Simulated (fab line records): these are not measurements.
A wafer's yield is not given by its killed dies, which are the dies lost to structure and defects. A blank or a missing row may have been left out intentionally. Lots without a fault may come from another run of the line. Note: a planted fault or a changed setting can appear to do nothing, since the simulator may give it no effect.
fab line records	flow sky130
record: lots: 12	wafers: 36	last_day: 50
route steps=708 shown SD_P@324 LI_CONTACT@386 CONTACT@422 METAL1@439
lots that met no fault: from a run of the same line without faults
start_h: the number of hours between the record's first day and the start of the first shown wafer of the lot	wait_h: hours from the lot's prior step to this one	" identical to the entry in the row above	L1.1+2: one row covering several wafers at once	- value missing, or start not given	* or withheld: withheld	< > ~ a bound
route shown NAME@n: NAME is a module with steps in the file, n the number in the route of the first one	usual: mean/standard deviation of fault-free wafers	same: alike in all rows	chamber/n: place in a boat	sites: readings site by site	_std_site: the values' standard deviation	_edge_site: outer sites' mean less inner sites'	radius_mm: how far each site lies from the wafer's centre	mask NAME#n: copy n	behind: tool/chamber where the wafer was last shaped	hold: the reason the lot was held/the length of the hold in hours/how it ended	device: whichever transistor did not switch (one of n, p or np)	end of line: the route-end tests of the same wafers	where a step has no rows: the recipe by itself	killed: the dies lost at the first sort to structure and to defects; this is not the yield of the wafer	map: the dies of a wafer, with x for killed, . for not killed, _ for no die there
set.NAME: the run value of the setting; set.NAME@STEP: its run value at that earlier step	model.NAME: the simulator's own value behind a step, which no gauge read
a sample of lots followed through the steps of the route, with each step as a table and each wafer as a row
services: from which hour (start_h, from the record's first day; less than 0 if before it) a tool's chamber was out of use, for how many hours, and why
== steps ==
step: SKY_SD_P_EXPOSE_04
recipe: mask_id: PSDM	na: 0.6	source_shape: conventional	sigma_outer: 0.6	polarization: unpolarized	target_cd_nm: 380	dose_mj: 138
usual: focus_offset_nm: -0.1/0.5
same: na: 0.6	sigma_outer: 0.6
lot.wafer	tool	chamber	start_h	wait_h	mask	focus_offset_nm
L107.1	iline_stepper-01	0	592.20	-	PSDM#0	0.1
L107.3	"	0	"	"	PSDM#0	-0.3
L107.4	"	0	"	"	PSDM#0	0.3
L109.2	iline_stepper-01	0	631.73	-	PSDM#0	-0.6
L109.3	"	0	"	"	PSDM#0	-0.5
L109.5	"	0	"	"	PSDM#0	-1.0
L110.3	iline_stepper-01	0	632.76	-	PSDM#0	0.3
L110.4	"	0	"	"	PSDM#0	0.2
L110.6	"	0	"	"	PSDM#0	-0.5
L111.1	iline_stepper-02	0	636.10	-	PSDM#0	-0.4
L111.4	"	0	"	"	PSDM#0	0.4
L111.5	"	0	"	"	PSDM#0	1.0
L113.2	iline_stepper-02	0	642.93	-	PSDM#0	-0.7
L113.3	"	0	"	"	PSDM#0	-0.4
L113.5	"	0	"	"	PSDM#0	-0.1
L115.1	iline_stepper-02	0	661.65	-	PSDM#0	-0.4
L115.2	"	0	"	"	PSDM#0	-0.5
L115.5	"	0	"	"	PSDM#0	0.1
L118.1	iline_stepper-02	0	689.00	-	PSDM#0	0.4
L118.5	"	0	"	"	PSDM#0	0.5
L118.6	"	0	"	"	PSDM#0	-1.0
L119.2	iline_stepper-02	0	691.65	-	PSDM#0	1.3
L119.3	"	0	"	"	PSDM#0	0.2
L119.5	"	0	"	"	PSDM#0	0.5
L121.3	iline_stepper-02	0	706.31	-	PSDM#0	0.4
L121.4	"	0	"	"	PSDM#0	-0.4
L121.6	"	0	"	"	PSDM#0	0.0
L122.1	iline_stepper-02	0	709.17	-	PSDM#0	-0.2
L122.2	"	0	"	"	PSDM#0	-0.2
L122.4	"	0	"	"	PSDM#0	0.1
L127.1	iline_stepper-01	0	749.43	-	PSDM#0	0.4
L127.3	"	0	"	"	PSDM#0	-0.2
L127.4	"	0	"	"	PSDM#0	-0.7
L128.1	iline_stepper-01	0	759.45	-	PSDM#0	0.0
L128.3	"	0	"	"	PSDM#0	0.8
L128.5	"	0	"	"	PSDM#0	-0.3
step: SKY_SD_P_OVL_MEAS_08
usual: SD_P_OVL: 0.4/1.1
lot.wafer	tool	chamber	start_h	wait_h	SD_P_OVL[nm]
L107.1	overlay-02	-	607.02	0.1	-0.2
L107.3	"	-	"	"	-0.2
L107.4	"	-	"	"	-0.6
L109.2	overlay-02	-	645.68	0.1	1.0
L109.3	"	-	"	"	0.4
L109.5	"	-	"	"	2.0
L110.3	overlay-02	-	646.44	0.1	-0.7
L110.4	"	-	"	"	0.0
L110.6	"	-	"	"	-0.8
L111.1	overlay-02	-	649.38	0.1	-0.1
L111.4	"	-	"	"	-1.3
L111.5	"	-	"	"	-0.9
L113.2	overlay-02	-	656.65	0.1	1.2
L113.3	"	-	"	"	-0.7
L113.5	"	-	"	"	-0.5
L115.1	overlay-01	-	675.23	0.1	1.3
L115.2	"	-	"	"	0.8
L115.5	"	-	"	"	0.8
L118.1	overlay-02	-	702.57	0.1	-97.9
L118.5	"	-	"	"	-96.0
L118.6	"	-	"	"	-97.6
L119.2	overlay-01	-	705.03	0.1	-96.9
L119.3	"	-	"	"	-96.7
L119.5	"	-	"	"	-95.8
L121.3	overlay-02	-	720.83	0.1	-98.0
L121.4	"	-	"	"	-95.8
L121.6	"	-	"	"	-96.0
L122.1	overlay-02	-	724.12	0.1	-95.2
L122.2	"	-	"	"	-96.5
L122.4	"	-	"	"	-94.8
L127.1	overlay-01	-	763.09	0.1	-0.1
L127.3	"	-	"	"	-1.1
L127.4	"	-	"	"	-1.0
L128.1	overlay-01	-	771.99	0.1	1.3
L128.3	"	-	"	"	-0.5
L128.5	"	-	"	"	2.4
step: SKY_LI_CONTACT_CMP_24
recipe: stop_on: PSG	t_overpolish_s: 20	down_force_psi: 3.5	platen_rpm: 60	target_thk_nm: 0	pad_velocity_m_s: 0.94248
usual: motor_current_A: 11.0/0.82	overpolish_run_s: 20.001/0.0079	time_to_endpoint_s: 97/3.1
same: t_overpolish_s: 20
lot.wafer	tool	chamber	start_h	wait_h	motor_current_A	overpolish_run_s	time_to_endpoint_s
L107.1	cmp-02	2	695.50	0.1	10.4	20.009	100
L107.3	"	3	"	"	10.4	19.992	101
L107.4	"	0	"	"	10.4	20.007	102
L109.2	cmp-01	0	732.46	0.0	12.3	20.010	92
L109.3	"	3	"	"	10.2	19.995	96
L109.5	"	0	"	"	11.2	20.005	96
L110.4	cmp-02	2	732.85	0.1	9.9	20.002	97
L110.3	"	0	"	"	10.3	20.006	97
L110.6	"	1	"	"	12.4	19.986	98
L111.1	cmp-01	2	737.04	0.1	10.5	19.992	95
L111.4	"	0	"	"	11.5	19.996	94
L111.5	"	1	"	"	9.4	20.019	98
L113.2	cmp-02	1	742.31	0.1	11.9	19.987	98
L113.3	"	2	"	"	11.0	19.994	99
L113.5	"	3	"	"	11.2	20.009	95
L115.1	cmp-02	2	761.43	0.2	10.9	19.998	96
L115.2	"	0	"	"	10.7	19.977	95
L115.5	"	1	"	"	12.7	19.999	97
L118.1	cmp-02	1	787.97	0.1	12.1	19.998	95
L118.5	"	0	"	"	10.7	19.995	103
L118.6	"	1	"	"	11.9	20.016	96
L119.3	cmp-02	1	791.28	0.1	12.7	19.993	95
L119.2	"	2	"	"	11.0	20.001	98
L119.5	"	0	"	"	10.4	19.984	99
L121.3	cmp-02	1	805.12	0.1	12.3	20.006	99
L121.4	"	2	"	"	11.1	19.992	98
L121.6	"	3	"	"	11.4	20.006	103
L122.4	cmp-02	0	806.97	0.0	10.5	20.009	99
L122.2	"	1	"	"	12.3	20.002	97
L122.1	"	2	"	"	10.9	19.997	93
L127.4	cmp-02	1	846.08	0.0	12.6	20.002	95
L127.3	"	3	"	"	10.8	20.006	101
L127.1	"	0	"	"	10.9	19.996	98
L128.3	cmp-01	1	853.58	0.1	9.8	20.002	93
L128.1	"	3	"	"	10.9	20.010	92
L128.5	"	0	"	"	11.0	20.006	89
step: SKY_CONTACT_ETCH_16
recipe: chemistry: N2/H2	target: BARC	ion_energy_ev: 200	source_w: 500	bias_w: 100	pressure_mtorr: 30	n2_flow_sccm: 100	h2_flow_sccm: 200	stop_on: SiO2	time_s: 45.9	target_depth_a: 600
usual: drypump_motor_current_A: 5.7/0.51	oes_product_au: 0.855/0.0047	throttle_valve_pct: 13.225/0.0097
same: time_s: 45.9
lot.wafer	tool	chamber	start_h	wait_h	drypump_motor_current_A	oes_product_au	rf_hours_counter_h	throttle_valve_pct
L107.1	rie_diel-02	1	753.53	0.0	6.0	0.852	31	13.220
L107.3	"	3	"	"	5.7	0.851	17	13.236
L107.4	"	0	"	"	5.7	0.854	5	13.229
L109.2	rie_diel-02	2	788.81	0.0	5.3	0.852	7	13.217
L109.3	"	1	"	"	6.0	0.850	32	13.222
L109.5	"	1	"	"	6.0	0.856	-	13.210
L110.3	rie_diel-03	2	790.64	0.0	6.5	0.857	11	13.227
L110.4	"	1	"	"	5.5	0.858	38	13.218
L110.6	"	0	"	"	5.8	0.844	-	13.215
L111.1	rie_diel-03	2	793.63	0.0	6.6	0.855	11	13.232
L111.4	"	1	"	"	5.5	0.860	39	13.215
L111.5	"	3	"	"	4.7	0.848	-	13.231
L113.2	rie_diel-04	1	798.11	0.0	5.9	0.849	17	13.215
L113.3	"	3	"	"	6.6	0.854	17	13.230
L113.5	"	3	"	"	6.6	0.852	-	13.226
L115.1	rie_diel-04	1	815.78	0.0	5.9	0.846	18	13.244
L115.2	"	2	"	"	5.1	0.857	1	13.222
L115.5	"	1	"	"	5.9	0.853	-	13.230
L118.1	rie_diel-02	0	842.68	0.0	5.8	0.852	8	13.219
L118.5	"	2	"	"	5.2	0.861	-	13.231
L118.6	"	0	"	"	5.8	0.851	-	13.217
L119.2	rie_diel-02	3	846.41	0.0	5.7	0.861	21	13.205
L119.3	"	2	"	"	5.2	0.858	10	13.222
L119.5	"	0	"	"	5.8	0.844	-	13.228
L121.3	rie_diel-02	0	860.09	0.0	5.8	0.851	9	13.233
L121.4	"	3	"	"	5.7	0.855	-	13.211
L121.6	"	0	"	"	5.8	0.856	-	13.214
L122.1	rie_diel-02	3	861.33	0.0	5.6	0.848	21	13.235
L122.2	"	1	"	"	6.0	0.859	0	13.220
L122.4	"	0	"	"	5.8	0.854	-	13.231
L127.1	rie_diel-03	3	899.56	0.0	4.7	0.859	16	13.227
L127.3	"	1	"	"	5.5	0.860	2	13.218
L127.4	"	1	"	"	5.5	0.848	-	13.214
L128.1	rie_diel-04	3	906.88	0.0	6.6	0.855	20	13.235
L128.3	"	2	"	"	5.2	0.860	4	13.227
L128.5	"	0	"	"	5.5	0.861	-	13.230
step: SKY_METAL1_RS_MEAS_05
recipe: thk_meas_gauge: four-point-probe	reads: TiN_of_METAL1_SPUTTER_04+Ti_of_METAL1_SPUTTER_03+AlCu_of_METAL1_SPUTTER_02+TiN_of_METAL1_SPUTTER_01+Ti_of_METAL1_SPUTTER_00
usual: METAL1_ALCU_RS: 0.1252/0.0011
lot.wafer	tool	chamber	start_h	wait_h	METAL1_ALCU_RS[ohm/sq]
L107.1	film_metro-02	-	755.06	0.0	0.1252
L107.3	"	-	"	"	0.1243
L107.4	"	-	"	"	0.1256
L109.2	film_metro-04	-	790.38	0.0	0.1252
L109.3	"	-	"	"	0.1251
L109.5	"	-	"	"	0.1267
L110.3	film_metro-03	-	792.24	0.1	0.1245
L110.4	"	-	"	"	0.1256
L110.6	"	-	"	"	0.1239
L111.1	film_metro-02	-	795.16	0.0	0.1249
L111.4	"	-	"	"	0.1244
L111.5	"	-	"	"	0.1236
L113.2	film_metro-03	-	799.65	0.0	0.1255
L113.3	"	-	"	"	0.1267
L113.5	"	-	"	"	0.1256
L115.1	film_metro-03	-	817.30	0.0	0.1266
L115.2	"	-	"	"	0.1254
L115.5	"	-	"	"	0.1261
L118.1	film_metro-04	-	844.19	0.0	0.1261
L118.5	"	-	"	"	0.1248
L118.6	"	-	"	"	0.1259
L119.2	film_metro-04	-	847.94	0.0	0.1258
L119.3	"	-	"	"	0.1266
L119.5	"	-	"	"	0.1274
L121.3	film_metro-03	-	861.65	0.1	0.1272
L121.4	"	-	"	"	0.1266
L121.6	"	-	"	"	0.1270
L122.1	film_metro-04	-	862.86	0.0	0.1229
L122.2	"	-	"	"	0.1241
L122.4	"	-	"	"	0.1230
L127.1	film_metro-02	-	901.07	0.0	0.1254
L127.3	"	-	"	"	0.1264
L127.4	"	-	"	"	0.1263
L128.1	film_metro-02	-	908.39	0.0	0.1267
L128.3	"	-	"	"	0.1263
L128.5	"	-	"	"	0.1255
== services ==
tool	chamber	start_h	hours	kind
cmp-01	-	572.00	4.0	pm
iline_stepper-02	-	574.95	8.9	pm
cmp-02	-	590.92	4.5	repair
rie_diel-02	-	598.74	1.2	repair
iline_stepper-02	-	605.51	1.7	pm
rie_diel-02	-	606.09	0.3	repair
cmp-02	-	618.48	0.4	repair
iline_stepper-02	-	631.29	4.4	pm
iline_stepper-01	-	637.08	1.7	pm
cmp-02	-	668.07	1.4	repair
rie_diel-02	2	690.66	6.2	repair
cmp-02	-	706.80	4.2	repair
cmp-02	-	744.03	4.0	pm
rie_diel-02	3	757.65	10.9	repair
iline_stepper-01	-	784.60	6.2	repair
iline_stepper-01	-	796.79	8.9	pm
rie_diel-02	0	815.64	8.6	repair
cmp-02	-	818.41	2.4	repair
cmp-02	-	820.82	7.1	pm
iline_stepper-02	-	820.99	2.1	pm
iline_stepper-02	-	823.77	1.7	pm
iline_stepper-01	-	855.26	1.7	pm
rie_diel-02	2	857.99	24.4	repair
iline_stepper-02	-	878.93	9.9	repair
== key ==
first_sign: step: SKY_SD_P_OVL_MEAS_08	reading: SD_P_OVL	direction: down	sigmas: 90	usual: 0.4	struck: -96.4
effect none on later readings
met_at SKY_SD_P_EXPOSE_04
struck_lots L118,L119,L121,L122
tester_left_out L118,L119,L121,L122
not_acting_at SKY_LI_CONTACT_CMP_24,SKY_CONTACT_ETCH_16,SKY_METAL1_RS_MEAS_05
onset_between 661.65 689.00
fault: kind: scanner_matching_overlay	tool: iline_stepper-02	chamber: -	onset_h: 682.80	steps: SKY_SD_P_EXPOSE_04	offset: -97.938
tester_left_out: of these lots the tester's yield and bins aren't shown, on N5 and GAA mostly nor the transistor test; their killed dies are dies lost to structure and defects alone, not to doping, threshold or leakage, so they don't give the yield
